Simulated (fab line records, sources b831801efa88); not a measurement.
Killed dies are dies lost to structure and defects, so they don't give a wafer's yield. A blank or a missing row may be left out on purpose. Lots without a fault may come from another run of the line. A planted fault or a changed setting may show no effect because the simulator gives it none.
A struck lot beside a sound one | flow sky130 | 43 steps out of a route of 708
Sound: wafers L616.2, L616.3, L616.5. Struck: wafers L630.1, L630.4, L630.5. The cause comes at the end.
At each step with rows: each side's tool, then ch and its chambers, then its first start. Under that, the readings that differ: sound wafers | struck wafers | difference of the means | sigmas: that difference in standard deviations of wafers without a fault.
alike: readings whose means differ by less than 2 such deviations, and words and numbers that are the same on both sides. not compared: withheld readings, readings that some wafer has no value for, bounds like >300 that may hide the same value, and numbers for which the record gives no deviation and whose values overlap.
The two part at a step that has a row with sigmas, a row that says differs or no value, or rows on one side only. Numbers that don't overlap but have no deviation are shown without sigmas and don't part them. A reading that every wafer of one side lacks parts them only if that side has two wafers or more.

first, 6 steps without rows for these wafers: SKY_LOCAL_INTERCONNECT_COAT_05 (resist thk 60 nm); SKY_LOCAL_INTERCONNECT_COAT_06 (resist thk 450 nm); SKY_LOCAL_INTERCONNECT_SOFTBAKE_07 (time 90 s); SKY_LOCAL_INTERCONNECT_EXPOSE_08 (exposes mask LI1M, target cd 170 nm); SKY_LOCAL_INTERCONNECT_PEB_09; SKY_LOCAL_INTERCONNECT_DEVELOP_10 (develop time 60 s).
SKY_LOCAL_INTERCONNECT_CD_MEAS_11: target cd 170 nm.
  sound on cd_sem-02, day 30 18:26; struck on cd_sem-02, day 35 10:16
  alike: cd_nm
SKY_LOCAL_INTERCONNECT_OVL_MEAS_12:
  sound on overlay-02, day 30 18:32; struck on overlay-02, day 35 10:23
  alike: LOCAL_INTERCONNECT_OVL
SKY_LOCAL_INTERCONNECT_ETCH_13: etches BARC in N2/H2, stops on SiO2, time 45.9 s, target depth 60 nm.
  sound on rie_metal-03 ch 0,1, day 30 18:34; struck on rie_metal-03 ch 0,1, day 35 10:25
  alike: drypump_motor_current_A, he_backside_leak_sccm, n2_flow_sccm, oes_product_au, throttle_valve_pct
  not compared: rf_hours_counter_h
SKY_LOCAL_INTERCONNECT_METAL_ETCH_14: etches TiN in Cl2/BCl3, stops on PSG, target depth 110 nm, time 31.4 s.
  sound on rie_metal-03 ch 0,1, day 30 18:38; struck on rie_metal-03 ch 0,1, day 35 10:29
  reading                      | sound       | struck      | difference | sigmas
  he_backside_leak_sccm (sccm) | 3.4 3.6 3.6 | 6.8 3.5 3.4 | +1.0       | +3
  alike: drypump_motor_current_A, mfc_cl2_sccm, oes_product_au, throttle_valve_pct
  not compared: rf_hours_counter_h
SKY_LOCAL_INTERCONNECT_STRIP_15: strips in O2/N2.
  sound on plasma_asher-01 ch 0,1, day 30 18:41; struck on plasma_asher-04 ch 0,1, day 35 10:32
  alike: drypump_motor_current_A, n2_flow_sccm, oes_product_au, strip_time_to_endpoint_s
  not compared: rf_hours_counter_h
then, 1 step without rows for these wafers: SKY_LOCAL_INTERCONNECT_STRIP_16 (strips in post etch residue remover, time 1200 s).
SKY_LOCAL_INTERCONNECT_CLEAN_17: cleans in IPA, time 180 s.
  sound on wet_bench-03 ch 0, day 30 19:28; struck on wet_bench-03 ch 2, day 35 10:59
then, 2 steps without rows for these wafers: SKY_LOCAL_INTERCONNECT_CLEAN_18 (cleans in O3/DIW); SKY_CONTACT_CVD_00 (deposits Si3N4, target thk 75 nm).
SKY_CONTACT_THK_MEAS_01:
  sound on film_metro-03, day 30 19:40; struck on film_metro-03, day 35 11:11
  alike: CONTACT_CVD_00_THK
then, 1 step without rows for these wafers: SKY_CONTACT_HDPCVD_02 (deposits SiO2, target thk 565 nm, time 94.2 s).
SKY_CONTACT_THK_MEAS_03:
  sound on film_metro-01, day 30 19:47; struck on film_metro-04, day 35 11:19
  alike: CONTACT_HDPCVD_THK
then, 1 step without rows for these wafers: SKY_CONTACT_CMP_04 (polishes SiO2).
SKY_CONTACT_BOW_MEAS_05:
  sound on film_metro-03, day 30 20:10; struck on film_metro-04, day 35 11:40
  alike: CONTACT_BOW
then, 8 steps without rows for these wafers: SKY_CONTACT_DEHYDRATE_06 (time 60 s); SKY_CONTACT_HMDS_07 (prime time 60 s); SKY_CONTACT_COAT_08 (resist thk 60 nm); SKY_CONTACT_COAT_09 (resist thk 450 nm); SKY_CONTACT_SOFTBAKE_10 (time 90 s); SKY_CONTACT_EXPOSE_11 (exposes mask CTM1, target cd 170 nm); SKY_CONTACT_PEB_12; SKY_CONTACT_DEVELOP_13 (develop time 60 s).
SKY_CONTACT_CD_MEAS_14: target cd 170 nm.
  sound on cd_sem-02, day 31 23:27; struck on cd_sem-01, day 36 13:36
  alike: cd_nm
SKY_CONTACT_OVL_MEAS_15:
  sound on overlay-01, day 31 23:33; struck on overlay-02, day 36 13:43
  alike: CONTACT_OVL
SKY_CONTACT_ETCH_16: etches BARC in N2/H2, stops on SiO2, time 45.9 s, target depth 60 nm.
  sound on rie_diel-02 ch 0,1, day 31 23:35; struck on rie_diel-03 ch 0,1,3, day 36 13:45
  alike: drypump_motor_current_A, n2_flow_sccm, oes_product_au, throttle_valve_pct
  not compared: rf_hours_counter_h
then, 6 steps without rows for these wafers: SKY_CONTACT_ETCH_17 (etches SiO2 in C4F8/O2/Ar, stops on Si3N4, target depth 340 nm); SKY_CONTACT_ETCH_18 (etches Si3N4 in CHF3/O2, stops on TiN, time 39 s, target depth 75 nm); SKY_CONTACT_STRIP_19 (strips in O2/N2); SKY_CONTACT_STRIP_20 (strips in post etch residue remover, time 1200 s); SKY_CONTACT_CLEAN_21 (cleans in IPA, time 180 s); SKY_CONTACT_CLEAN_22 (cleans in O3/DIW).
SKY_CONTACT_SPUTTER_23: material TiN, target thk 20 nm, time 80 s.
  sound on pvd_sputter-01, day 32 00:19; struck on pvd_sputter-02, day 36 14:29
  alike: throttle_valve_pct
then, 1 step without rows for these wafers: SKY_CONTACT_CVD_24 (deposits W, target thk 340 nm, time 102.12 s).
SKY_CONTACT_RS_MEAS_25: measures by four-point-probe.
  sound on film_metro-03, day 32 00:31; struck on film_metro-03, day 36 14:39
  alike: CONTACT_W_RS
SKY_CONTACT_THK_MEAS_26: measures by xrf.
  sound on film_metro-03, day 32 00:37; struck on film_metro-03, day 36 14:46
  alike: CONTACT_W_THK
then, 1 step without rows for these wafers: SKY_CONTACT_CMP_27 (polishes, stops on SiO2, t overpolish 15 s, target thk 0 nm).
-- the record jumps here: 13 days lie between the struck wafers' starts before and after (it left off in module CONTACT and takes up again in module PAD_OPEN, whose first step shown is number 708 of the route) --
SKY_PAD_OPEN_PROBE_99:
  sound on prober-02, day 46 05:03; struck on prober-01, day 49 15:31
  reading            | sound     | struck      | difference | sigmas
  killed_at_contacts | 21 33 24  | 67 69 62    | +40        | +8
  killed_dies        | 80 90 104 | 132 122 124 | +35        | +4
  alike: killed_at_M0_to_M3, killed_at_M4_up, killed_at_front_end, killed_at_other, killed_open, killed_short

WHERE THEY PART
First at SKY_LOCAL_INTERCONNECT_METAL_ETCH_14; last, within this record, at SKY_PAD_OPEN_PROBE_99.

WHY: what the simulator had put in
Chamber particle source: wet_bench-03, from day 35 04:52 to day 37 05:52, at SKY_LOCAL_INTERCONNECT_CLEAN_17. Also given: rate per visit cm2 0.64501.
